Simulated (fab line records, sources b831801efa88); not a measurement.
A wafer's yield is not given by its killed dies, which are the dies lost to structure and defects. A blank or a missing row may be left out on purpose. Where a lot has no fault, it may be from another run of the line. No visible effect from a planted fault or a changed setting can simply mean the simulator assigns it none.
The tool behind it: which one? + flow gf180mcu + 24 lots with 72 wafers sampled at 6 steps, on a route of 602 steps

WHAT THE GAUGES SHOWED, per wafer
GF_HV_LDD_TW_MEAS_50. Usual: HV_LDD_4_TW 571, standard deviation 5.3.
| lot  | measured     | on            | HV_LDD_4_TW | flag |
|------|--------------|---------------|-------------|------|
| L074 | day 13 02:50 | film_metro-03 | 572 574 573 |      |
| L075 | day 13 08:49 | film_metro-03 | 576 573 575 |      |
| L076 | day 13 15:01 | film_metro-01 | 565 568 568 |      |
| L077 | day 14 05:41 | film_metro-01 | 569 567 568 |      |
| L078 | day 14 12:37 | film_metro-01 | 568 568 570 |      |
| L079 | day 14 20:49 | film_metro-04 | 576 574 578 |      |
| L080 | day 14 21:32 | film_metro-01 | 569 567 570 |      |
| L081 | day 15 12:58 | film_metro-03 | 577 575 579 |      |
| L082 | day 15 13:17 | film_metro-03 | 578 580 577 |      |
| L083 | day 16 02:08 | film_metro-03 | 574 574 575 |      |
| L084 | day 16 07:08 | film_metro-03 | 575 573 576 |      |
| L085 | day 16 17:59 | film_metro-01 | 563 565 567 |      |
| L086 | day 16 20:01 | film_metro-01 | 565 565 566 |      |
| L087 | day 17 06:53 | film_metro-01 | 567 568 567 |      |
| L088 | day 17 13:37 | film_metro-01 | 566 566 568 |      |
| L089 | day 18 00:32 | film_metro-01 | 565 565 568 |      |
| L090 | day 18 04:55 | film_metro-01 | 567 567 566 |      |
| L091 | day 18 16:50 | film_metro-03 | 574 575 572 |      |
| L092 | day 18 20:48 | film_metro-04 | 572 574 575 |      |
| L093 | day 19 04:07 | film_metro-03 | 580 576 579 |      |
| L094 | day 19 15:16 | film_metro-01 | 566 564 562 |      |
| L095 | day 19 22:16 | film_metro-03 | 578 577 577 |      |
| L096 | day 20 07:04 | film_metro-01 | 564 565 567 |      |
| L097 | day 20 17:28 | film_metro-01 | 565 566 564 |      |

GF_SALICIDE_THK_MEAS_05: measures by xrf. Usual: SALICIDE_TIN_THK 20.09 nm, standard deviation 0.29.
| lot  | measured     | on            | SALICIDE_TIN_THK (nm) | flag |
|------|--------------|---------------|-----------------------|------|
| L074 | day 16 00:24 | film_metro-04 | 20.04 20.35 20.13     |      |
| L075 | day 16 08:11 | film_metro-04 | 20.15 20.18 20.25     |      |
| L076 | day 16 13:02 | film_metro-03 | 20.12 19.76 19.95     |      |
| L077 | day 17 05:04 | film_metro-04 | 20.18 20.26 20.18     |      |
| L078 | day 17 16:40 | film_metro-03 | 20.32 20.30 20.27     |      |
| L079 | day 18 00:16 | film_metro-04 | 20.08 19.84 20.03     |      |
| L080 | day 18 00:23 | film_metro-03 | 19.57 19.86 19.63     |      |
| L081 | day 18 15:56 | film_metro-04 | 19.57 19.81 19.92     |      |
| L082 | day 18 16:20 | film_metro-02 | 20.67 20.53 20.39     |      |
| L083 | day 19 07:17 | film_metro-02 | 19.81 19.77 19.88     |      |
| L084 | day 19 15:14 | film_metro-03 | 19.62 19.58 19.71     |      |
| L085 | day 20 01:26 | film_metro-03 | 19.92 20.00 19.60     |      |
| L086 | day 20 03:02 | film_metro-02 | 19.70 19.82 19.70     |      |
| L087 | day 20 13:50 | film_metro-02 | 20.22 20.58 20.06     |      |
| L088 | day 20 20:02 | film_metro-02 | 19.99 20.26 20.17     |      |
| L089 | day 21 08:08 | film_metro-03 | 20.19 19.97 20.18     |      |
| L090 | day 21 13:12 | film_metro-02 | 19.76 19.96 19.79     |      |
| L091 | day 21 23:41 | film_metro-02 | 20.34 20.40 20.13     |      |
| L092 | day 22 04:27 | film_metro-02 | 19.94 19.69 20.26     |      |
| L093 | day 22 10:56 | film_metro-03 | 19.70 19.95 20.19     |      |
| L094 | day 22 19:59 | film_metro-02 | 20.16 20.56 20.40     |      |
| L095 | day 23 03:54 | film_metro-04 | 20.40 20.31 20.27     |      |
| L096 | day 23 11:35 | film_metro-04 | 20.64 20.57 20.47     |      |
| L097 | day 23 21:37 | film_metro-04 | 20.41 20.71 20.20     |      |

GF_CONTACT_CD_MEAS_14: target cd 220 nm. Usual: cd_nm 220.2 nm, standard deviation 1.5.
| lot  | measured     | on        | cd_nm (nm)        | flag |
|------|--------------|-----------|-------------------|------|
| L074 | day 17 00:56 | cd_sem-02 | 221.4 221.7 221.2 |      |
| L075 | day 17 09:02 | cd_sem-02 | 221.4 221.4 223.1 |      |
| L076 | day 17 13:28 | cd_sem-01 | 221.3 220.0 220.2 |      |
| L077 | day 18 05:16 | cd_sem-02 | 218.9 220.6 220.1 |      |
| L078 | day 18 17:59 | cd_sem-02 | 221.6 222.0 222.0 |      |
| L079 | day 19 01:46 | cd_sem-01 | 217.3 217.3 217.5 |      |
| L080 | day 19 02:07 | cd_sem-01 | 218.4 220.1 221.0 |      |
| L081 | day 19 18:10 | cd_sem-01 | 219.5 219.5 218.2 |      |
| L082 | day 19 18:32 | cd_sem-02 | 223.0 221.9 220.5 |      |
| L083 | day 20 09:32 | cd_sem-01 | 221.6 222.7 221.8 |      |
| L084 | day 20 17:20 | cd_sem-02 | 218.9 217.8 219.5 |      |
| L085 | day 21 03:05 | cd_sem-01 | 221.0 220.1 220.4 |      |
| L086 | day 21 05:43 | cd_sem-01 | 221.0 220.4 221.8 |      |
| L087 | day 21 15:10 | cd_sem-02 | 218.4 220.0 218.9 |      |
| L088 | day 21 21:37 | cd_sem-02 | 218.8 217.7 216.7 |      |
| L089 | day 22 09:07 | cd_sem-02 | 221.2 221.1 220.9 |      |
| L090 | day 22 14:02 | cd_sem-02 | 221.1 220.8 222.7 |      |
| L091 | day 23 00:44 | cd_sem-01 | 220.7 220.9 222.0 |      |
| L092 | day 23 05:25 | cd_sem-02 | 221.3 221.2 221.5 |      |
| L093 | day 23 11:07 | cd_sem-02 | 220.6 220.8 219.7 |      |
| L094 | day 23 19:46 | cd_sem-01 | 221.9 220.0 220.4 |      |
| L095 | day 24 03:22 | cd_sem-01 | 219.7 219.1 218.7 |      |
| L096 | day 24 10:59 | cd_sem-01 | 218.3 218.3 216.4 |      |
| L097 | day 24 20:04 | cd_sem-02 | 219.4 219.6 218.3 |      |

GF_M1_THK_MEAS_06: measures by xrf. Usual: M1_ALCU_THK 456 nm, standard deviation 5.9.
| lot  | measured     | on            | M1_ALCU_THK (nm) | flag |
|------|--------------|---------------|------------------|------|
| L074 | day 17 02:35 | film_metro-01 | 453 450 456      |      |
| L075 | day 17 10:45 | film_metro-04 | 462 460 462      |      |
| L076 | day 17 15:06 | film_metro-02 | 460 451 448      |      |
| L077 | day 18 06:53 | film_metro-02 | 458 455 453      |      |
| L078 | day 18 19:36 | film_metro-04 | 460 469 461      |      |
| L079 | day 19 03:25 | film_metro-01 | 449 451 450      |      |
| L080 | day 19 03:53 | film_metro-02 | 455 456 457      |      |
| L081 | day 19 19:47 | film_metro-04 | 468 469 462      |      |
| L082 | day 19 20:09 | film_metro-01 | 459 454 452      |      |
| L083 | day 20 11:21 | film_metro-02 | 454 452 455      |      |
| L084 | day 20 18:59 | film_metro-02 | 461 459 457      |      |
| L085 | day 21 04:43 | film_metro-01 | 448 455 454      |      |
| L086 | day 21 07:21 | film_metro-04 | 460 459 466      |      |
| L087 | day 21 16:49 | film_metro-02 | 455 453 451      |      |
| L088 | day 21 23:16 | film_metro-01 | 443 443 448      |      |
| L089 | day 22 10:46 | film_metro-02 | 448 450 453      |      |
| L090 | day 22 15:40 | film_metro-01 | 456 450 456      |      |
| L091 | day 23 02:22 | film_metro-02 | 456 453 452      |      |
| L092 | day 23 07:01 | film_metro-04 | 467 467 468      |      |
| L093 | day 23 12:46 | film_metro-04 | 461 463 460      |      |
| L094 | day 23 21:25 | film_metro-04 | 455 460 461      |      |
| L095 | day 24 05:01 | film_metro-04 | 457 458 456      |      |
| L096 | day 24 12:45 | film_metro-01 | 454 455 456      |      |
| L097 | day 24 21:41 | film_metro-01 | 452 455 452      |      |

GF_M1_CD_MEAS_14: target cd 230 nm. Usual: cd_nm 230.0 nm, standard deviation 1.1.
| lot  | measured     | on        | cd_nm (nm)        | flag |
|------|--------------|-----------|-------------------|------|
| L074 | day 18 01:44 | cd_sem-01 | 229.6 231.2 229.8 |      |
| L075 | day 18 10:56 | cd_sem-02 | 231.7 230.2 231.1 |      |
| L076 | day 18 15:22 | cd_sem-02 | 231.4 232.4 231.6 |      |
| L077 | day 19 07:13 | cd_sem-01 | 227.4 227.5 228.3 |      |
| L078 | day 19 20:17 | cd_sem-01 | 227.8 228.4 229.2 |      |
| L079 | day 20 04:16 | cd_sem-01 | 231.0 230.2 229.0 |      |
| L080 | day 20 04:37 | cd_sem-02 | 229.9 230.0 229.4 |      |
| L081 | day 20 20:34 | cd_sem-01 | 230.6 231.8 230.7 |      |
| L082 | day 20 20:56 | cd_sem-02 | 229.9 230.1 229.0 |      |
| L083 | day 21 12:13 | cd_sem-01 | 231.1 229.0 230.5 |      |
| L084 | day 21 19:23 | cd_sem-02 | 230.4 228.6 229.5 |      |
| L085 | day 22 04:37 | cd_sem-01 | 231.8 230.1 232.1 |      |
| L086 | day 22 07:35 | cd_sem-02 | 231.5 229.6 230.3 |      |
| L087 | day 22 15:36 | cd_sem-01 | 229.7 229.1 229.1 |      |
| L088 | day 22 22:55 | cd_sem-01 | 229.7 229.6 231.0 |      |
| L089 | day 23 10:10 | cd_sem-02 | 229.5 229.5 229.2 |      |
| L090 | day 23 14:56 | cd_sem-01 | 229.7 228.4 228.8 |      |
| L091 | day 24 00:58 | cd_sem-01 | 228.4 228.8 229.4 |      |
| L092 | day 24 06:22 | cd_sem-01 | 228.8 229.5 229.2 |      |
| L093 | day 24 10:46 | cd_sem-01 | 230.7 230.4 232.0 |      |
| L094 | day 24 18:35 | cd_sem-02 | 231.4 230.1 230.8 |      |
| L095 | day 25 00:28 | cd_sem-01 | 229.5 229.1 228.7 |      |
| L096 | day 25 07:53 | cd_sem-01 | 229.2 229.5 229.1 |      |
| L097 | day 25 18:10 | cd_sem-02 | 231.0 231.1 230.3 |      |

WHAT TOOL EACH LOT RAN ON (gives the tool, then ch and the chambers of the sampled wafers, and finally the start)
| lot  | GF_MVPSD_STRIP_10                    |
|------|--------------------------------------|
| L074 | plasma_asher-04 ch 0,1, day 5 12:10  |
| L075 | plasma_asher-03 ch 0,1, day 5 12:59  |
| L076 | plasma_asher-04 ch 0,1, day 5 19:06  |
| L077 | plasma_asher-03 ch 0,1, day 6 04:40  |
| L078 | plasma_asher-04 ch 1, day 6 06:01    |
| L079 | plasma_asher-01 ch 0,1, day 6 13:36  |
| L080 | plasma_asher-04 ch 0,1, day 6 17:51  |
| L081 | plasma_asher-01 ch 0,1, day 7 00:09  |
| L082 | plasma_asher-03 ch 0,1, day 7 04:25  |
| L083 | plasma_asher-03 ch 0,1, day 7 12:37  |
| L084 | plasma_asher-04 ch 0,1, day 7 16:28  |
| L085 | plasma_asher-03 ch 0,1, day 7 21:45  |
| L086 | plasma_asher-04 ch 0,1, day 8 02:03  |
| L087 | plasma_asher-01 ch 0,1, day 8 10:13  |
| L088 | plasma_asher-04 ch 0,1, day 8 17:16  |
| L089 | plasma_asher-03 ch 0,1, day 8 20:33  |
| L090 | plasma_asher-04 ch 0,1, day 9 04:26  |
| L091 | plasma_asher-04 ch 0,1, day 9 11:01  |
| L092 | plasma_asher-03 ch 0,1, day 9 16:35  |
| L093 | plasma_asher-01 ch 0,1, day 9 22:40  |
| L094 | plasma_asher-01 ch 0,1, day 10 05:19 |
| L095 | plasma_asher-01 ch 0, day 10 09:31   |
| L096 | plasma_asher-01 ch 0, day 10 17:40   |
| L097 | plasma_asher-01 ch 0,1, day 11 01:03 |
- GF_MVPSD_STRIP_10: strips in O2/N2.

WHAT THE TOOLS THEMSELVES READ (means of the sampled wafers that have a number; where no wafer has one, the mark that the record gives instead)
GF_MVPSD_STRIP_10. Usual: drypump_motor_current_A 5.9 A, standard deviation 0.54; heater_power_w 325 W, standard deviation 14; oes_product_au 0.723 a.u., standard deviation 0.0044; strip_time_to_endpoint_s 36.96 s, standard deviation 0.11.
| lot  | tool            | drypump_motor_current_A (A) | heater_power_w (W) | oes_product_au (a.u.) | strip_time_to_endpoint_s (s) | flag |
|------|-----------------|-----------------------------|--------------------|-----------------------|------------------------------|------|
| L074 | plasma_asher-04 | 6.5                         | 337                | 0.721                 | 37.00                        |      |
| L075 | plasma_asher-03 | 5.9                         | 315                | 0.718                 | 37.03                        |      |
| L076 | plasma_asher-04 | 6.3                         | 345                | 0.720                 | 36.88                        |      |
| L077 | plasma_asher-03 | 5.9                         | 327                | 0.720                 | 37.06                        |      |
| L078 | plasma_asher-04 | 6.7                         | 321                | 0.721                 | 37.13                        |      |
| L079 | plasma_asher-01 | 5.4                         | 315                | 0.721                 | 36.78                        |      |
| L080 | plasma_asher-04 | 6.5                         | 327                | 0.730                 | 37.01                        |      |
| L081 | plasma_asher-01 | 5.4                         | 317                | 0.723                 | 36.94                        |      |
| L082 | plasma_asher-03 | 5.9                         | 320                | 0.725                 | 37.08                        |      |
| L083 | plasma_asher-03 | 5.5                         | 318                | 0.720                 | 36.96                        |      |
| L084 | plasma_asher-04 | 6.3                         | 339                | 0.723                 | 36.96                        |      |
| L085 | plasma_asher-03 | 5.9                         | 324                | 0.726                 | 37.10                        |      |
| L086 | plasma_asher-04 | 6.5                         | 332                | 0.726                 | 37.02                        |      |
| L087 | plasma_asher-01 | 5.4                         | 319                | 0.719                 | 36.86                        |      |
| L088 | plasma_asher-04 | 6.5                         | 337                | 0.720                 | 37.03                        |      |
| L089 | plasma_asher-03 | 5.5                         | 318                | 0.726                 | 37.01                        |      |
| L090 | plasma_asher-04 | 6.5                         | 333                | 0.720                 | 36.87                        |      |
| L091 | plasma_asher-04 | 6.5                         | 327                | 0.724                 | 36.96                        |      |
| L092 | plasma_asher-03 | 5.9                         | 327                | 0.721                 | 36.88                        |      |
| L093 | plasma_asher-01 | 5.7                         | 319                | 0.727                 | 36.88                        |      |
| L094 | plasma_asher-01 | 5.7                         | 320                | 0.724                 | 37.04                        |      |
| L095 | plasma_asher-01 | 5.2                         | 313                | 0.727                 | 36.90                        |      |
| L096 | plasma_asher-01 | 5.2                         | 313                | 0.722                 | 36.95                        |      |
| L097 | plasma_asher-01 | 5.7                         | 314                | 0.721                 | 36.83                        |      |

THE ANSWER, worked out from the rows above alone
Rule: a lot counts as off when the mean over its wafers that have a number is more than 3 standard deviations away from the usual mean. A lot without any number at a reading at which 4 lots or more have one is off too. Any other lot the step has rows for is counted as sound. The gauges are gone through in route order, then the tools' own readings, and for those a lot's mean is taken as printed above. The first step at which some lot is off is used, and at that step the reading that is off furthest; a lot without a number counts as furthest.
No lot is off on any of the readings shown, so nothing can be concluded from this.

WHAT WAS PUT IN BY THE SIMULATOR
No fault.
